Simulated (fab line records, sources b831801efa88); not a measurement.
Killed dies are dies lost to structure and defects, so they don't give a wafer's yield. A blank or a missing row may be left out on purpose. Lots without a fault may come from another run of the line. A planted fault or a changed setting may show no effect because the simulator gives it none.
fab line records | flow sky130
record lots=12 wafers=36 last_day=50
route steps=708 shown GATE_OXIDE@189 POLY_GATE@227 LDD_N@241 PAD_OPEN@708
lots that met no fault: from a run of the same line without faults
start_h: hours from the record's first day to the start of the lot's first wafer shown | wait_h: hours since the lot's step before | " the same as in the row above | L1.1+2: a row that stands for several wafers | - no value, or no start given | * or withheld: withheld | < > ~ a bound
route shown NAME@n: a module of which the file shows steps, and the number in the route of the first | usual: mean/standard deviation of fault-free wafers | same: alike in all rows | chamber/n: place in a boat | sites: the reading at each site | _std_site: their standard deviation | _edge_site: outer sites' mean less inner sites' | radius_mm: how far each site lies from the wafer's centre | mask NAME#n: copy n | behind: the tool/chamber that last shaped the wafer | hold: why the lot was held/for how many hours/how that ended | device: the transistor (n, p or np) that didn't switch | end of line: the same wafers' tests at the end of the route | a step without rows: its recipe alone | killed: dies lost to structure and defects at the first sort, not the wafer's yield | map: a wafer's dies, x killed, . not, _ none there
set.NAME: the setting as run; set.NAME@STEP: as run at that earlier step | model.NAME: the simulator's own value behind a step, which no gauge read
steps of the route over a sample of lots; a table a step, a row a wafer
services: from which hour (start_h, from the record's first day; less than 0 if before it) a tool's chamber was out of use, for how many hours, and why
## steps
# step SKY_GATE_OXIDE_THK_MEAS_02
# recipe reads=SiO2_of_GATE_OXIDE_OXIDATION_01
# usual GATE_OXIDE_OXIDATION_00_THK=10.36/0.22
# columns lot.wafer tool chamber start_h wait_h GATE_OXIDE_OXIDATION_00_THK[nm]
L743.1 film_metro-03 - 299.04 0.0 10.68
L743.4 " - " " 10.60
L743.6 " - " " 10.68
L744.2 film_metro-04 - 299.05 0.0 10.24
L744.4 " - " " 10.34
L744.5 " - " " 10.27
L752.1 film_metro-04 - 363.90 0.0 10.09
L752.2 " - " " 10.16
L752.4 " - " " 10.22
L753.1 film_metro-01 - 368.97 0.0 10.06
L753.2 " - " " 9.94
L753.4 " - " " 10.04
L755.2 film_metro-01 - 385.14 0.0 10.30
L755.5 " - " " 10.32
L755.6 " - " " 10.23
L756.3 film_metro-03 - 390.35 0.0 10.58
L756.4 " - " " 10.54
L756.5 " - " " 10.75
L759.2 film_metro-04 - 421.64 0.0 10.63
L759.3 " - " " 10.59
L759.5 " - " " 10.60
L761.1 film_metro-04 - 429.18 0.0 10.59
L761.2 " - " " 10.67
L761.3 " - " " 10.60
L762.4 film_metro-04 - 443.23 0.0 10.41
L762.5 " - " " 10.32
L762.6 " - " " 10.44
L763.2 film_metro-04 - 445.88 0.0 10.11
L763.3 " - " " 10.05
L763.6 " - " " 10.15
L764.1 film_metro-04 - 460.97 0.0 10.32
L764.5 " - " " 10.33
L764.6 " - " " 10.42
L766.3 film_metro-03 - 473.95 0.0 10.65
L766.5 " - " " 10.78
L766.6 " - " " 10.57
# step SKY_POLY_GATE_CD_MEAS_13
# recipe target_cd_nm=150
# usual cd_nm=150.1/1.4
# columns lot.wafer tool chamber start_h wait_h cd_nm
L743.1 cd_sem-02 - 386.16 - 149.0
L743.4 " - " " 149.4
L743.6 " - " " 149.1
L744.2 cd_sem-02 - 388.81 - 150.1
L744.4 " - " " 150.9
L744.5 " - " " 152.1
L752.1 cd_sem-01 - 459.31 - 149.1
L752.2 " - " " 149.5
L752.4 " - " " 149.5
L753.1 cd_sem-01 - 464.81 - 148.1
L753.2 " - " " 149.6
L753.4 " - " " 148.9
L755.2 cd_sem-02 - 480.08 - 151.3
L755.5 " - " " 149.6
L755.6 " - " " 150.1
L756.3 cd_sem-02 - 491.32 - 149.4
L756.4 " - " " 151.3
L756.5 " - " " 149.2
L759.2 cd_sem-02 - 519.41 - 149.0
L759.3 " - " " 149.2
L759.5 " - " " 149.1
L761.1 cd_sem-01 - 527.39 - 151.7
L761.2 " - " " 153.5
L761.3 " - " " 152.2
L762.4 cd_sem-01 - 540.67 - 149.7
L762.5 " - " " 150.2
L762.6 " - " " 148.8
L763.2 cd_sem-01 - 542.20 - 150.2
L763.3 " - " " 150.3
L763.6 " - " " 151.5
L764.1 cd_sem-02 - 557.04 - 151.4
L764.5 " - " " 150.8
L764.6 " - " " 150.7
L766.3 cd_sem-02 - 570.28 - 150.6
L766.5 " - " " 149.7
L766.6 " - " " 150.1
# step SKY_POLY_GATE_CD_MEAS_22
# usual cd_nm=149.7/2.5
# columns lot.wafer tool chamber start_h wait_h cd_nm
L743.1 cd_sem-01 - 388.98 0.1 150.4
L743.4 " - " " 149.5
L743.6 " - " " 149.4
L744.2 cd_sem-02 - 390.73 0.1 149.6
L744.4 " - " " 149.8
L744.5 " - " " 150.9
L752.1 cd_sem-01 - 462.28 0.1 149.2
L752.2 " - " " 147.5
L752.4 " - " " 148.4
L753.1 cd_sem-01 - 467.72 0.1 146.5
L753.2 " - " " 150.1
L753.4 " - " " 149.0
L755.2 cd_sem-01 - 481.95 0.1 152.9
L755.5 " - " " 147.3
L755.6 " - " " 150.2
L756.3 cd_sem-02 - 494.24 0.1 147.2
L756.4 " - " " 150.8
L756.5 " - " " 144.9
L759.2 cd_sem-02 - 521.27 0.1 151.8
L759.3 " - " " 147.4
L759.5 " - " " 152.3
L761.1 cd_sem-02 - 529.24 0.1 149.8
L761.2 " - " " 151.6
L761.3 " - " " 150.7
L762.4 cd_sem-02 - 542.55 0.1 151.2
L762.5 " - " " 152.9
L762.6 " - " " 146.5
L763.2 cd_sem-01 - 544.06 0.1 148.8
L763.3 " - " " 147.3
L763.6 " - " " 148.5
L764.1 cd_sem-01 - 558.90 0.1 153.6
L764.5 " - " " 152.4
L764.6 " - " " 156.4
L766.3 cd_sem-02 - 572.77 0.2 149.7
L766.5 " - " " 148.9
L766.6 " - " " 147.6
# step SKY_LDD_N_EXPOSE_04
# recipe mask_id=NTM target_cd_nm=840 na=0.6 source_shape=conventional sigma_outer=0.6 dose_mj=110
# usual focus_offset_nm=0.1/0.58 reticle_temp_C=22.98/0.1
# columns lot.wafer tool chamber start_h wait_h mask focus_offset_nm reticle_temp_C
L743.1 iline_stepper-02 0 403.03 - NTM#0 -0.2 23.11
L743.4 " 0 " " NTM#0 0.0 23.03
L743.6 " 0 " " NTM#0 0.8 22.89
L744.2 iline_stepper-02 0 405.96 - NTM#0 -0.4 22.87
L744.4 " 0 " " NTM#0 0.6 22.92
L744.5 " 0 " " NTM#0 -0.5 22.97
L752.1 iline_stepper-01 0 477.25 - NTM#0 -0.2 23.05
L752.2 " 0 " " NTM#0 -0.4 23.01
L752.4 " 0 " " NTM#0 -1.0 23.01
L753.1 iline_stepper-01 0 483.44 - NTM#0 -0.2 22.84
L753.2 " 0 " " NTM#0 0.4 23.01
L753.4 " 0 " " NTM#0 0.7 22.83
L755.2 iline_stepper-02 0 497.10 - NTM#0 0.3 22.94
L755.5 " 0 " " NTM#0 0.4 23.11
L755.6 " 0 " " NTM#0 0.6 23.03
L756.3 iline_stepper-01 0 509.26 - PSDM#0 0.4 22.80
L756.4 " 0 " " PSDM#0 0.6 22.85
L756.5 " 0 " " PSDM#0 0.4 23.00
L759.2 iline_stepper-01 0 535.96 - NTM#0 0.2 23.11
L759.3 " 0 " " NTM#0 -0.4 22.98
L759.5 " 0 " " NTM#0 0.7 23.09
L761.1 iline_stepper-01 0 544.58 - NTM#0 -0.6 22.98
L761.2 " 0 " " NTM#0 -0.2 23.07
L761.3 " 0 " " NTM#0 0.0 23.16
L762.4 iline_stepper-01 0 557.70 - NTM#0 -0.7 23.10
L762.5 " 0 " " NTM#0 0.4 23.10
L762.6 " 0 " " NTM#0 -0.1 23.09
L763.2 iline_stepper-01 0 559.46 - NTM#0 -0.5 23.02
L763.3 " 0 " " NTM#0 0.2 23.09
L763.6 " 0 " " NTM#0 -0.2 22.99
L764.1 iline_stepper-01 0 573.63 - NTM#0 -0.3 23.01
L764.5 " 0 " " NTM#0 -0.7 22.98
L764.6 " 0 " " NTM#0 0.0 23.26
L766.3 iline_stepper-01 0 587.53 - NTM#0 0.5 22.89
L766.5 " 0 " " NTM#0 -0.1 23.09
L766.6 " 0 " " NTM#0 1.2 23.01
# step SKY_LDD_N_OVL_MEAS_07
# usual LDD_N_OVL=-0.7/1.4
# columns lot.wafer tool chamber start_h wait_h LDD_N_OVL[nm]
L743.1 overlay-01 - 418.08 0.1 -1.1
L743.4 " - " " 0.4
L743.6 " - " " 0.4
L744.2 overlay-02 - 420.40 0.1 1.1
L744.4 " - " " 0.2
L744.5 " - " " -2.6
L752.1 overlay-01 - 492.89 0.1 -1.4
L752.2 " - " " -1.4
L752.4 " - " " -0.5
L753.1 overlay-01 - 498.94 0.1 1.7
L753.2 " - " " -0.2
L753.4 " - " " 0.7
L755.2 overlay-01 - 511.95 0.1 0.4
L755.5 " - " " 1.1
L755.6 " - " " -1.6
L756.3 overlay-01 - 524.65 0.1 -
L756.4 " - " " -
L756.5 " - " " -
L759.2 overlay-02 - 550.75 0.1 -1.5
L759.3 " - " " -2.8
L759.5 " - " " -0.8
L761.1 overlay-02 - 559.39 0.1 -0.4
L761.2 " - " " 0.5
L761.3 " - " " -0.1
L762.4 overlay-01 - 571.59 0.1 0.8
L762.5 " - " " -0.1
L762.6 " - " " 0.4
L763.2 overlay-02 - 573.93 0.1 -2.2
L763.3 " - " " -2.1
L763.6 " - " " -3.5
L764.1 overlay-02 - 588.69 0.1 -1.8
L764.5 " - " " -2.4
L764.6 " - " " -3.0
L766.3 overlay-01 - 601.20 0.1 0.2
L766.5 " - " " 1.7
L766.6 " - " " 0.4
# step SKY_LDD_N_TW_MEAS_17
# usual LDD_N_TW=2585/44
# columns lot.wafer tool chamber start_h wait_h hold LDD_N_TW
L743.1 film_metro-02 - 419.41 0.1 - 2554
L743.4 " - " " - 2566
L743.6 " - " " - 2573
L744.2 film_metro-01 - 421.74 0.1 - 2563
L744.4 " - " " - 2572
L744.5 " - " " - 2574
L752.1 film_metro-01 - 494.23 0.1 - 2549
L752.2 " - " " - 2568
L752.4 " - " " - 2553
L753.1 film_metro-01 - 500.28 0.1 - 2539
L753.2 " - " " - 2557
L753.4 " - " " - 2556
L755.2 film_metro-02 - 513.29 0.1 - 2553
L755.5 " - " " - 2567
L755.6 " - " " - 2561
L756.3 film_metro-04 - 526.00 0.1 await_dispo/0.2h/release 31
L756.4 " - " " await_dispo/0.2h/release 31
L756.5 " - " " await_dispo/0.2h/release 31
L756.3 film_metro-04 - 526.26 0.3 - 31
L756.4 " - " " - 31
L756.5 " - " " - 31
L759.2 film_metro-04 - 552.09 0.1 - 2642
L759.3 " - " " - 2639
L759.5 " - " " - 2631
L761.1 film_metro-04 - 560.73 0.1 - 2655
L761.2 " - " " - 2642
L761.3 " - " " - 2646
L762.4 film_metro-01 - 572.94 0.1 - 2559
L762.5 " - " " - 2558
L762.6 " - " " - 2567
L763.2 film_metro-02 - 575.27 0.1 - 2526
L763.3 " - " " - 2538
L763.6 " - " " - 2534
L764.1 film_metro-02 - 590.03 0.1 - 2546
L764.5 " - " " - 2543
L764.6 " - " " - 2556
L766.3 film_metro-02 - 602.55 0.1 - 2554
L766.5 " - " " - 2549
L766.6 " - " " - 2554
# step SKY_PAD_OPEN_PROBE_99
# usual defect_limited_yield=82.5/2.1 killed_at_M0_to_M3=44/7.3 killed_at_M4_up=3.4/1.8 killed_at_contacts=24/5.8 killed_at_front_end=15/4.9 killed_at_other=0.4/0.63 killed_dies=86/11 killed_open=47/8 killed_short=39/6.5 sort_bin_3_pad_short=0.9/0.38 sort_bin_5_function=10.4/1.6 sort_bin_6_memory=6.2/1.2 sort_n_pass=406/11 sort_yield_pct=82.5/2.1
# same gross_dies=492 killed_at_back_side=0 sort_bin_4_leakage[%]=0 sort_bin_8_speed[%]=0
# columns lot.wafer tool chamber start_h wait_h defect_limited_yield[%] killed_at_M0_to_M3 killed_at_M4_up killed_at_contacts killed_at_front_end killed_at_other killed_dies killed_open killed_short sort_bin_3_pad_short[%] sort_bin_5_function[%] sort_bin_6_memory[%] sort_n_pass sort_yield_pct[%]
L743.1 prober-01 - 1084.31 0.1 80.9 50 2 29 11 2 94 55 39 0.4 12.6 6.1 398 80.9
L743.4 prober-01 - 1084.46 0.2 83.7 50 4 16 10 0 80 48 31 0.4 9.6 6.3 412 83.7
L743.6 prober-01 - 1084.56 0.2 77.8 42 7 33 27 0 109 59 50 1.0 14.0 7.1 383 77.8
L744.2 prober-02 - 1089.22 0.1 81.1 36 3 31 23 0 93 52 41 1.8 10.8 6.3 399 81.1
L744.4 prober-02 - 1089.32 0.2 81.3 57 6 18 11 0 92 52 40 1.6 11.6 5.5 400 81.3
L744.5 prober-02 - 1089.37 0.2 85.6 45 3 10 13 0 71 37 34 0.2 9.1 5.1 421 85.6
L752.1 prober-02 - 1135.36 0.1 82.5 46 2 27 11 0 86 37 48 0.6 8.9 7.9 406 82.5
L752.2 prober-02 - 1135.41 0.1 83.9 29 3 26 21 0 79 45 34 0.4 10.0 5.7 413 83.9
L752.4 prober-02 - 1135.51 0.2 80.7 42 8 31 13 1 95 47 48 1.0 10.2 8.1 397 80.7
L755.2 prober-01 - 1150.50 0.1 85.4 37 3 21 11 0 72 36 35 0.6 10.2 3.9 420 85.4
L755.5 prober-01 - 1150.65 0.2 85.2 37 3 21 11 1 73 38 35 0.6 7.9 6.3 419 85.2
L755.6 prober-01 - 1150.70 0.2 85.0 45 2 11 16 0 74 42 32 0.6 8.9 5.5 418 85.0
L759.2 prober-02 - 1173.03 0.1 81.3 46 0 22 23 1 92 55 37 1.0 11.0 6.7 400 81.3
L759.3 prober-02 - 1173.08 0.2 78.7 52 2 29 22 0 105 69 36 1.0 13.0 7.3 387 78.7
L759.5 prober-02 - 1173.18 0.2 80.1 48 6 29 14 1 98 54 43 0.8 11.4 7.7 394 80.1
L764.1 prober-02 - 1191.40 0.1 75.4 62 3 32 23 1 121 73 48 1.2 16.7 6.7 371 75.4
L764.5 prober-02 - 1191.60 0.2 81.3 53 4 24 11 0 92 45 47 1.0 11.2 6.5 400 81.3
L764.6 prober-02 - 1191.65 0.2 82.3 46 3 21 17 0 87 44 43 1.8 10.0 5.9 405 82.3
L766.3 prober-01 - 1200.66 0.2 84.1 33 4 31 10 0 78 45 33 1.0 9.6 5.3 414 84.1
L766.5 prober-01 - 1200.76 0.2 84.1 33 5 29 10 1 78 41 37 0.8 9.8 5.3 414 84.1
L766.6 prober-01 - 1200.81 0.2 79.9 42 5 33 19 0 99 52 47 1.2 12.6 6.3 393 79.9
# killed by level:class
L743.1 VIA1:geometric_particle:open=12 LI_CONTACT:geometric_particle:open=10 VIA3:geometric_particle:open=10 POLY_GATE:geometric_particle:open=6 VIA1:geometric_particle:short=6 VIA2:geometric_particle:open=6 LOCAL_INTERCONNECT:geometric_particle:short=5 CONTACT:geometric_particle:short=5
L743.4 VIA1:geometric_particle:open=16 CONTACT:geometric_particle:open=6 METAL1:geometric_particle:short=6 METAL2:geometric_particle:short=6 VIA2:geometric_particle:open=6 POLY_GATE:geometric_particle:open=5 LI_CONTACT:geometric_particle:open=5 VIA3:geometric_particle:open=5
L743.6 LI_CONTACT:geometric_particle:open=11 CONTACT:geometric_particle:open=10 VIA1:geometric_particle:open=8 METAL2:geometric_particle:short=7 VIA3:geometric_particle:open=7 POLY_GATE:geometric_particle:short=6 LOCAL_INTERCONNECT:geometric_particle:short=6 FIELD_ISO:geometric_particle:short=5
L744.2 CONTACT:geometric_particle:open=10 VIA1:geometric_particle:open=10 VIA3:geometric_particle:open=8 LI_CONTACT:geometric_particle:open=6 LOCAL_INTERCONNECT:geometric_particle:short=6 FIELD_ISO:geometric_particle:open=5 FIELD_ISO:geometric_particle:short=5 CONTACT:geometric_particle:short=5
L744.4 VIA3:geometric_particle:open=11 CONTACT:geometric_particle:open=10 VIA1:geometric_particle:open=10 METAL1:geometric_particle:short=7 VIA2:geometric_particle:open=6 METAL4:geometric_particle:short=5 VIA1:geometric_particle:short=5 VIA2:geometric_particle:short=5
L744.5 VIA1:geometric_particle:open=10 METAL1:geometric_particle:short=8 CONTACT:geometric_particle:short=5 CONTACT:geometric_particle:open=5 VIA2:geometric_particle:open=5 VIA3:geometric_particle:open=5 POLY_GATE:geometric_particle:open=4 VIA1:geometric_particle:short=4
L752.1 VIA1:geometric_particle:open=13 METAL2:geometric_particle:short=8 CONTACT:geometric_particle:open=7 METAL1:geometric_particle:short=7 LOCAL_INTERCONNECT:geometric_particle:short=6 VIA3:geometric_particle:open=6 LI_CONTACT:geometric_particle:short=4 LI_CONTACT:geometric_particle:open=4
L752.2 FIELD_ISO:geometric_particle:open=10 CONTACT:geometric_particle:open=9 LOCAL_INTERCONNECT:geometric_particle:short=7 METAL1:geometric_particle:short=6 LI_CONTACT:geometric_particle:open=5 VIA3:geometric_particle:open=5 FIELD_ISO:geometric_particle:short=4 VIA2:geometric_particle:open=4
L752.4 VIA3:geometric_particle:open=9 LI_CONTACT:geometric_particle:open=9 VIA2:geometric_particle:open=8 CONTACT:geometric_particle:open=7 METAL1:geometric_particle:short=7 CONTACT:geometric_particle:short=6 METAL2:geometric_particle:short=5 METAL4:geometric_particle:short=5
L755.2 VIA1:geometric_particle:open=8 CONTACT:geometric_particle:open=6 VIA1:geometric_particle:short=6 VIA2:geometric_particle:open=6 LI_CONTACT:geometric_particle:open=5 METAL1:geometric_particle:short=5 POLY_GATE:geometric_particle:open=4 CONTACT:geometric_particle:short=4
L755.5 CONTACT:geometric_particle:open=9 VIA2:geometric_particle:open=9 LI_CONTACT:geometric_particle:open=7 VIA1:geometric_particle:short=7 POLY_GATE:geometric_particle:short=5 VIA1:geometric_particle:open=4 LI_CONTACT:geometric_particle:short=3 METAL1:geometric_particle:short=3
L755.6 VIA1:geometric_particle:open=10 VIA2:geometric_particle:open=9 VIA1:geometric_particle:short=7 VIA3:geometric_particle:open=6 CONTACT:geometric_particle:open=4 METAL2:geometric_particle:short=4 METAL3:geometric_particle:short=4 FIELD_ISO:geometric_particle:open=3
L759.2 VIA1:geometric_particle:open=11 LI_CONTACT:geometric_particle:open=9 VIA2:geometric_particle:open=9 POLY_GATE:geometric_particle:open=7 METAL2:geometric_particle:short=6 FIELD_ISO:geometric_particle:short=5 FIELD_ISO:geometric_particle:open=5 LI_CONTACT:geometric_particle:short=5
L759.3 VIA1:geometric_particle:open=15 VIA2:geometric_particle:open=11 CONTACT:geometric_particle:open=11 VIA3:geometric_particle:open=8 POLY_GATE:geometric_particle:open=7 LI_CONTACT:geometric_particle:open=7 METAL2:geometric_particle:short=7 FIELD_ISO:geometric_particle:open=6
L759.5 LI_CONTACT:geometric_particle:open=12 VIA1:geometric_particle:open=11 VIA2:geometric_particle:open=10 CONTACT:geometric_particle:open=7 METAL2:geometric_particle:short=7 VIA2:geometric_particle:short=5 METAL4:geometric_particle:short=5 FIELD_ISO:geometric_particle:short=4
L764.1 VIA1:geometric_particle:open=18 CONTACT:geometric_particle:open=11 VIA3:geometric_particle:open=11 FIELD_ISO:geometric_particle:short=8 LI_CONTACT:geometric_particle:open=8 VIA1:geometric_particle:short=6 METAL2:geometric_particle:short=6 FIELD_ISO:geometric_particle:open=5
L764.5 VIA1:geometric_particle:open=15 CONTACT:geometric_particle:open=9 VIA2:geometric_particle:short=8 VIA1:geometric_particle:short=6 METAL2:geometric_particle:short=6 LOCAL_INTERCONNECT:geometric_particle:short=5 VIA2:geometric_particle:open=5 FIELD_ISO:geometric_particle:short=4
L764.6 CONTACT:geometric_particle:short=8 VIA2:geometric_particle:open=8 LI_CONTACT:geometric_particle:open=7 FIELD_ISO:geometric_particle:open=6 METAL1:geometric_particle:short=6 POLY_GATE:geometric_particle:open=5 VIA1:geometric_particle:short=5 VIA1:geometric_particle:open=5
L766.3 LI_CONTACT:geometric_particle:open=11 CONTACT:geometric_particle:open=6 VIA1:geometric_particle:open=6 LOCAL_INTERCONNECT:geometric_particle:short=5 METAL3:geometric_particle:short=5 VIA2:geometric_particle:open=5 VIA3:geometric_particle:open=5 FIELD_ISO:geometric_particle:open=4
L766.5 CONTACT:geometric_particle:open=12 VIA1:geometric_particle:open=7 VIA3:geometric_particle:open=7 LOCAL_INTERCONNECT:geometric_particle:short=6 CONTACT:geometric_particle:short=5 FIELD_ISO:geometric_particle:short=4 METAL1:geometric_particle:short=4 LI_CONTACT:geometric_particle:open=3
L766.6 CONTACT:geometric_particle:open=9 LI_CONTACT:geometric_particle:open=8 VIA1:geometric_particle:open=8 LOCAL_INTERCONNECT:geometric_particle:short=7 METAL1:geometric_particle:short=7 VIA1:geometric_particle:short=6 METAL2:geometric_particle:short=6 CONTACT:geometric_particle:short=5
## services
# columns tool chamber start_h hours kind
iline_stepper-01 0 396.09 - calibration
iline_stepper-01 - 396.18 1.7 pm
iline_stepper-02 - 426.56 1.7 pm
iline_stepper-02 - 433.26 4.4 pm
iline_stepper-01 - 437.45 9.5 repair
iline_stepper-02 - 527.66 5.2 repair
iline_stepper-02 - 534.55 0.7 repair
iline_stepper-02 0 559.25 - calibration
iline_stepper-02 - 584.58 4.5 repair
## key
first_sign step=SKY_LDD_N_EXPOSE_04 reading=mask direction=changed
effect step=SKY_LDD_N_OVL_MEAS_07 reading=LDD_N_OVL direction=missing
effect step=SKY_LDD_N_TW_MEAS_17 reading=visit direction=added
effect step=SKY_LDD_N_TW_MEAS_17 reading=LDD_N_TW direction=down sigmas=58 usual=2585 struck=31
met_at SKY_LDD_N_EXPOSE_04
struck_lots L756
scrapped_behind SKY_LDD_N_TW_MEAS_17 L756.3,L756.4,L756.5
not_acting_at SKY_GATE_OXIDE_THK_MEAS_02,SKY_POLY_GATE_CD_MEAS_13,SKY_POLY_GATE_CD_MEAS_22
onset_between 483.44 509.26
fault kind=wrong_mask tool=any chamber=- onset_h=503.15 steps=SKY_LDD_N_EXPOSE_04 aux_copy=PSDM#0 scope=struck_lots_only
